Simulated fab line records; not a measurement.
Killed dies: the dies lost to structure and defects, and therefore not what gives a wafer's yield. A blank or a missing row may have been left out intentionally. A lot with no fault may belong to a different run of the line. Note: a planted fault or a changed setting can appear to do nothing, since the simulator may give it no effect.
fab line records ; flow gf180mcu
record: lots: 7; wafers: 21; last-day: 34
route steps=602 shown V4@476
lots with no fault: from the same line, run without faults
start-h: start of the lot's first displayed wafer, in hours after the record's first day ; wait-h: time in hours since the lot's previous step ; " identical to the entry in the row above ; L1.1+2: several wafers, shown together as one row ; - no value present, or no start provided ; * or withheld: withheld ; < > ~ a bound
route shown NAME@n: NAME is a module with steps in the file, n the number in the route of the first one ; usual: the fault-free wafers' mean and standard deviation ; same: alike in all rows ; chamber/n: place in a boat ; sites: readings site by site ; _std_site: their standard deviation ; _edge_site: mean of outer sites minus mean of inner sites ; radius-mm: how far each site lies from the wafer's centre ; mask NAME#n: copy n ; behind: the most recent tool/chamber to have shaped the wafer ; hold: what put the lot on hold/how long, in hours/how the hold closed ; device: whichever transistor did not switch (one of n, p or np) ; end of line: the route-end tests of the same wafers ; a step given without rows: its recipe and nothing more ; killed: the dies lost at the first sort to structure and to defects; this is not the yield of the wafer ; map: a wafer's dies, x killed, . not, _ none there
set.NAME: the run value of the setting; set.NAME@STEP: its run value at that earlier step ; model.NAME: the simulator's own value behind a step, which no gauge read
lots seen at some steps along the route; tables by step, rows by wafer
services: a tool's chamber out of use, with start hour (start-h, from the record's first day; less than 0 if before it), hours out, and reason
== steps ==
step: GF_V4_CVD_00
recipe: material: SiO2; target-thk-nm: 600; sigma-open-frac: 0.3; temp-c: 400; time-s: 100; sih4-flow-sccm: 60; pressure-mtorr: 6
step: GF_V4_THK_MEAS_01
recipe: reads: SiO2_of_V4_CVD_00
usual: V4_CVD_00_THK: 598/8
lot.wafer;tool;chamber;start-h;wait-h;V4_CVD_00_THK[nm]
L528.3;film-metro-02;-;540.19;0.1;603
L528.4;film-metro-02;-;540.19;0.1;611
L528.5;film-metro-02;-;540.19;0.1;596
L529.1;film-metro-01;-;552.09;0.0;594
L529.5;film-metro-01;-;552.09;0.0;595
L529.6;film-metro-01;-;552.09;0.0;597
L536.2;film-metro-03;-;604.22;0.0;598
L536.4;film-metro-03;-;604.22;0.0;601
L536.6;film-metro-03;-;604.22;0.0;602
L548.1;film-metro-02;-;696.62;0.0;607
L548.2;film-metro-02;-;696.62;0.0;600
L548.5;film-metro-02;-;696.62;0.0;594
L549.4;film-metro-01;-;702.01;0.0;603
L549.5;film-metro-01;-;702.01;0.0;590
L549.6;film-metro-01;-;702.01;0.0;593
L551.1;film-metro-03;-;711.67;0.0;594
L551.3;film-metro-03;-;711.67;0.0;601
L551.5;film-metro-03;-;711.67;0.0;601
L550.1;film-metro-02;-;713.00;0.0;607
L550.3;film-metro-02;-;713.00;0.0;609
L550.6;film-metro-02;-;713.00;0.0;621
step: GF_V4_CVD_02
recipe: material: SiO2; target-thk-nm: 850; precursor: TEOS; temp-c: 400; time-s: 94.851; rf-w: 600
usual: heater-power-w: 663/89
lot.wafer;tool;chamber;start-h;wait-h;heater-power-w;since-wet-clean-h
L528.3;pecvd-04;2;540.23;0.0;597;157
L528.4;pecvd-04;0;540.23;0.0;726;-
L528.5;pecvd-04;2;540.23;0.0;634;-
L529.1;pecvd-03;1;552.15;0.1;658;378
L529.5;pecvd-03;2;552.15;0.1;810;-
L529.6;pecvd-03;0;552.15;0.1;538;-
L536.2;pecvd-01;0;604.27;0.0;798;638
L536.4;pecvd-01;1;604.27;0.0;672;-
L536.6;pecvd-01;0;604.27;0.0;843;-
L548.1;pecvd-01;0;696.68;0.1;737;730
L548.2;pecvd-01;2;696.68;0.1;533;730
L548.5;pecvd-01;1;696.68;0.1;683;-
L549.4;pecvd-04;1;702.07;0.1;678;-
L549.5;pecvd-04;2;702.07;0.1;490;-
L549.6;pecvd-04;0;702.07;0.1;663;-
L551.1;pecvd-04;0;711.73;0.1;748;329
L551.3;pecvd-04;2;711.73;0.1;568;329
L551.5;pecvd-04;0;711.73;0.1;595;-
L550.1;pecvd-01;0;713.06;0.1;723;747
L550.3;pecvd-01;1;713.06;0.1;845;747
L550.6;pecvd-01;1;713.06;0.1;698;-
step: GF_V4_THK_MEAS_03
recipe: reads: SiO2_of_V4_CVD_02
usual: V4_CVD_02_THK: 852/13
lot.wafer;tool;chamber;start-h;wait-h;V4_CVD_02_THK[nm]
L528.3;film-metro-02;-;540.32;0.1;860
L528.4;film-metro-02;-;540.32;0.1;852
L528.5;film-metro-02;-;540.32;0.1;857
L529.1;film-metro-02;-;552.22;0.0;857
L529.5;film-metro-02;-;552.22;0.0;859
L529.6;film-metro-02;-;552.22;0.0;847
L536.2;film-metro-02;-;604.35;0.0;857
L536.4;film-metro-02;-;604.35;0.0;844
L536.6;film-metro-02;-;604.35;0.0;861
L548.1;film-metro-02;-;696.75;0.0;827
L548.2;film-metro-02;-;696.75;0.0;850
L548.5;film-metro-02;-;696.75;0.0;845
L549.4;film-metro-03;-;702.14;0.0;871
L549.5;film-metro-03;-;702.14;0.0;868
L549.6;film-metro-03;-;702.14;0.0;860
L551.1;film-metro-03;-;711.80;0.0;838
L551.3;film-metro-03;-;711.80;0.0;857
L551.5;film-metro-03;-;711.80;0.0;856
L550.1;film-metro-03;-;713.13;0.0;842
L550.3;film-metro-03;-;713.13;0.0;830
L550.6;film-metro-03;-;713.13;0.0;852
step: GF_V4_CMP_04
recipe: material: SiO2; down-force-psi: 4; platen-rpm: 60; pad-velocity-m-s: 0.94248
usual: motor-current-A: 11.3/1.4; time-to-endpoint-s: 81/7.3
lot.wafer;tool;chamber;start-h;wait-h;motor-current-A;time-to-endpoint-s
L528.3;cmp-02;3;540.41;0.1;10.2;92
L528.4;cmp-02;0;540.41;0.1;13.6;85
L528.5;cmp-02;2;540.41;0.1;10.0;92
L529.1;cmp-02;2;552.43;0.2;9.5;92
L529.5;cmp-02;3;552.43;0.2;10.6;95
L529.6;cmp-02;0;552.43;0.2;13.3;83
L536.4;cmp-02;1;604.50;0.1;13.3;76
L536.2;cmp-02;2;604.50;0.1;9.9;84
L536.6;cmp-02;3;604.50;0.1;10.0;86
L548.2;cmp-02;3;696.86;0.1;10.4;82
L548.1;cmp-02;1;696.86;0.1;13.2;69
L548.5;cmp-02;2;696.86;0.1;9.6;82
L549.4;cmp-02;2;702.32;0.2;9.7;90
L549.5;cmp-02;3;702.32;0.2;10.7;94
L549.6;cmp-02;0;702.32;0.2;13.0;83
L551.1;cmp-02;1;712.01;0.2;12.6;71
L551.3;cmp-02;3;712.01;0.2;10.9;87
L551.5;cmp-02;2;712.01;0.2;10.0;88
L550.3;cmp-02;1;713.24;0.1;13.2;71
L550.1;cmp-02;2;713.24;0.1;10.4;81
L550.6;cmp-02;0;713.24;0.1;13.2;80
step: GF_V4_BOW_MEAS_05
recipe: mode: bow
usual: V4_BOW: 133/10
lot.wafer;tool;chamber;start-h;wait-h;V4_BOW[um]
L528.3;film-metro-03;-;540.70;0.2;138
L528.4;film-metro-03;-;540.70;0.2;134
L528.5;film-metro-03;-;540.70;0.2;132
L529.1;film-metro-03;-;552.58;0.1;124
L529.5;film-metro-03;-;552.58;0.1;122
L529.6;film-metro-03;-;552.58;0.1;140
L536.2;film-metro-01;-;604.72;0.1;132
L536.4;film-metro-01;-;604.72;0.1;141
L536.6;film-metro-01;-;604.72;0.1;129
L548.1;film-metro-03;-;697.11;0.1;126
L548.2;film-metro-03;-;697.11;0.1;137
L548.5;film-metro-03;-;697.11;0.1;129
L549.4;film-metro-01;-;702.53;0.2;123
L549.5;film-metro-01;-;702.53;0.2;136
L549.6;film-metro-01;-;702.53;0.2;131
L551.1;film-metro-03;-;712.31;0.2;152
L551.3;film-metro-03;-;712.31;0.2;149
L551.5;film-metro-03;-;712.31;0.2;144
L550.1;film-metro-01;-;713.49;0.1;140
L550.3;film-metro-01;-;713.49;0.1;133
L550.6;film-metro-01;-;713.49;0.1;134
step: GF_V4_DEHYDRATE_06
recipe: temp-c: 200; time-s: 60
step: GF_V4_HMDS_07
recipe: prime-time-s: 60; prime-temp-c: 120
step: GF_V4_COAT_08
recipe: resist: BARC; temp-c: withheld; time-s: withheld; spin-rpm: withheld; resist-thk-nm: withheld
step: GF_V4_COAT_09
recipe: resist: KrF; spin-rpm: withheld; resist-thk-nm: 1000
step: GF_V4_SOFTBAKE_10
recipe: temp-c: 130; time-s: 60; resist: KrF
step: GF_V4_EXPOSE_11
recipe: mask-id: Via4; target-cd-nm: 260; na: 0.68; source-shape: conventional; sigma-outer: 0.6; dose-mj: 38
step: GF_V4_PEB_12
recipe: peb-temp-c: 135; peb-time-s: 90; resist: KrF
usual: chill-plate-temp-C: 23.00/0.1; exhaust-pa: 44.9/0.89
lot.wafer;tool;chamber;start-h;wait-h;chill-plate-temp-C;exhaust-pa
L528.3;litho-track-01;0;562.67;-;22.91;44.6
L528.4;litho-track-01;0;562.67;-;23.05;43.7
L528.5;litho-track-01;0;562.67;-;22.88;43.6
L529.1;litho-track-03;0;574.70;-;23.07;44.2
L529.5;litho-track-03;0;574.70;-;23.14;44.0
L529.6;litho-track-03;0;574.70;-;23.15;43.7
L536.2;litho-track-03;0;625.19;-;23.00;45.8
L536.4;litho-track-03;0;625.19;-;23.12;44.4
L536.6;litho-track-03;0;625.19;-;23.08;45.9
L548.1;litho-track-03;-;715.20;-;-;-
L548.2;litho-track-03;-;715.20;-;-;-
L548.5;litho-track-03;-;715.20;-;-;-
L549.4;litho-track-04;-;719.58;-;-;-
L549.5;litho-track-04;-;719.58;-;-;-
L549.6;litho-track-04;-;719.58;-;-;-
L551.1;litho-track-01;-;729.40;-;-;-
L551.3;litho-track-01;-;729.40;-;-;-
L551.5;litho-track-01;-;729.40;-;-;-
L550.1;litho-track-01;0;731.10;-;22.88;43.7
L550.3;litho-track-01;0;731.10;-;23.17;44.9
L550.6;litho-track-01;0;731.10;-;23.04;44.8
step: GF_V4_DEVELOP_13
recipe: develop-time-s: 60; resist: KrF; dev-temp-c: 21
== services ==
tool;chamber;start-h;hours;kind
pecvd-01;1;541.94;15.6;repair
cmp-02;-;572.00;4.0;pm
cmp-02;-;576.00;-;consumable-replace:conditioner
cmp-02;-;576.00;-;consumable-replace:pad
pecvd-01;2;593.42;3.5;repair
pecvd-03;-;655.18;0.3;repair
cmp-02;-;694.22;1.2;repair
== key ==
first-sign: step: GF_V4_PEB_12; reading: tool-record; direction: missing
effect none on later readings
met-at GF_V4_PEB_12
struck-wafers L548.1,L548.2,L548.5,L549.4,L549.5,L549.6,L551.1,L551.3,L551.5
later-rows-left-out L548.1,L548.2,L548.5,L549.4,L549.5,L549.6,L551.1,L551.3,L551.5
sort-left-out L548.1,L548.2,L548.5,L549.4,L549.5,L549.6,L551.1,L551.3,L551.5
onset-between 625.19 715.20
fault: kind: skipped-step-whole; tool: litho-track-01,litho-track-03,litho-track-04; chamber: -; onset-h: 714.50; steps: GF_V4_PEB_12; scope: struck-lots-only
sort-left-out: the simulated sort isn't trusted on such a fault, so these wafers' sort isn't shown, and their yield isn't known
later-rows-left-out: the simulator's readings of these wafers behind a module that went badly wrong aren't trusted and aren't shown, but for the sort
